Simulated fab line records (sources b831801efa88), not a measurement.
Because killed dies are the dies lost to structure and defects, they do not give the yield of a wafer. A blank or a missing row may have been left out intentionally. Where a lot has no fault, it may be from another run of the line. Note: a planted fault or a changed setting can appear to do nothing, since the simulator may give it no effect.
Chamber matching || flow gf180mcu || GF_V4_CMP_04 on cmp-01: 4 sister chambers
The step polishes SiO2. 14 wafers are shown with their chamber, then 7 later ones without.

== WAFERS WITH THEIR CHAMBER ==
{"wafer": "L953.1", "chamber": 0, "motorCurrentA (A)": 12.6, "platenRpm (rpm)": 59.95}
{"wafer": "L953.3", "chamber": 2, "motorCurrentA (A)": 11.6, "platenRpm (rpm)": 59.96}
{"wafer": "L953.4", "chamber": 3, "motorCurrentA (A)": 12.0, "platenRpm (rpm)": 60.04}
{"wafer": "L956.1", "chamber": 0, "motorCurrentA (A)": 13.1, "platenRpm (rpm)": 59.99}
{"wafer": "L956.2", "chamber": 3, "motorCurrentA (A)": 11.2, "platenRpm (rpm)": 59.97}
{"wafer": "L956.3", "chamber": 1, "motorCurrentA (A)": 12.5, "platenRpm (rpm)": 60.01}
{"wafer": "L958.1", "chamber": 1, "motorCurrentA (A)": 12.0, "platenRpm (rpm)": 60.05}
{"wafer": "L958.2", "chamber": 3, "motorCurrentA (A)": 11.1, "platenRpm (rpm)": 60.00}
{"wafer": "L958.6", "chamber": 0, "motorCurrentA (A)": 13.3, "platenRpm (rpm)": 59.98}
{"wafer": "L959.1", "chamber": 1, "motorCurrentA (A)": 12.1, "platenRpm (rpm)": 60.00}
{"wafer": "L959.3", "chamber": 3, "motorCurrentA (A)": 11.3, "platenRpm (rpm)": 60.01}
{"wafer": "L959.4", "chamber": 0, "motorCurrentA (A)": 12.6, "platenRpm (rpm)": 60.03}
{"wafer": "L962.1", "chamber": 0, "motorCurrentA (A)": 12.2, "platenRpm (rpm)": 60.00}
{"wafer": "L962.3", "chamber": 3, "motorCurrentA (A)": 11.4, "platenRpm (rpm)": 59.94}

SIGNATURES (averages over the wafers above)
{"reading": "motorCurrentA", "chamber 0": 12.760, "chamber 1": 12.200, "chamber 2": 11.600, "chamber 3": 11.400, "scatter within a chamber": 0.376}
{"reading": "platenRpm", "chamber 0": 59.9900, "chamber 1": 60.0200, "chamber 2": 59.9600, "chamber 3": 59.9920, "scatter within a chamber": 0.0327}
Rule: a wafer's distance from a chamber is the root of the sum, over the readings, of the square of ((its reading less the chamber's mean) divided by the reading's scatter). If the next closest chamber is less than 2 further off than the closest, the wafer can't be placed; otherwise it belongs to the closest. The scatter: the root of (the sum of the squares of (reading less its chamber's mean) over the shown wafers, divided by (wafers less chambers)).

== WAFERS WITH NO CHAMBER GIVEN ==
{"wafer": "L962.4", "motorCurrentA (A)": 12.9, "platenRpm (rpm)": 60.02}
{"wafer": "L963.1", "motorCurrentA (A)": 11.0, "platenRpm (rpm)": 59.97}
{"wafer": "L963.5", "motorCurrentA (A)": 11.1, "platenRpm (rpm)": 60.02}
{"wafer": "L963.6", "motorCurrentA (A)": 12.9, "platenRpm (rpm)": 59.96}
{"wafer": "L964.1", "motorCurrentA (A)": 11.7, "platenRpm (rpm)": 59.96}
{"wafer": "L964.5", "motorCurrentA (A)": 11.9, "platenRpm (rpm)": 59.98}
{"wafer": "L964.6", "motorCurrentA (A)": 12.6, "platenRpm (rpm)": 60.00}

== THE CHAMBER EACH PASSED THROUGH ==
{"wafer": "L962.4", "from the rows above": "can't be placed: 0 or 1", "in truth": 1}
{"wafer": "L963.1", "from the rows above": "can't be placed: 3 or 2", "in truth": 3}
{"wafer": "L963.5", "from the rows above": "can't be placed: 3 or 2 or 1", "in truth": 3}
{"wafer": "L963.6", "from the rows above": "can't be placed: 0 or 1", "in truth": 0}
{"wafer": "L964.1", "from the rows above": "can't be placed: 2 or 3", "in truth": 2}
{"wafer": "L964.5", "from the rows above": "can't be placed: 2 or 3 or 1 or 0", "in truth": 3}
{"wafer": "L964.6", "from the rows above": "can't be placed: 0 or 1", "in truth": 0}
Correct placement for 0 of the 7. Cannot be placed on the basis of these rows: 7; the candidates contain the true chamber in 7. 0 placed wrongly.
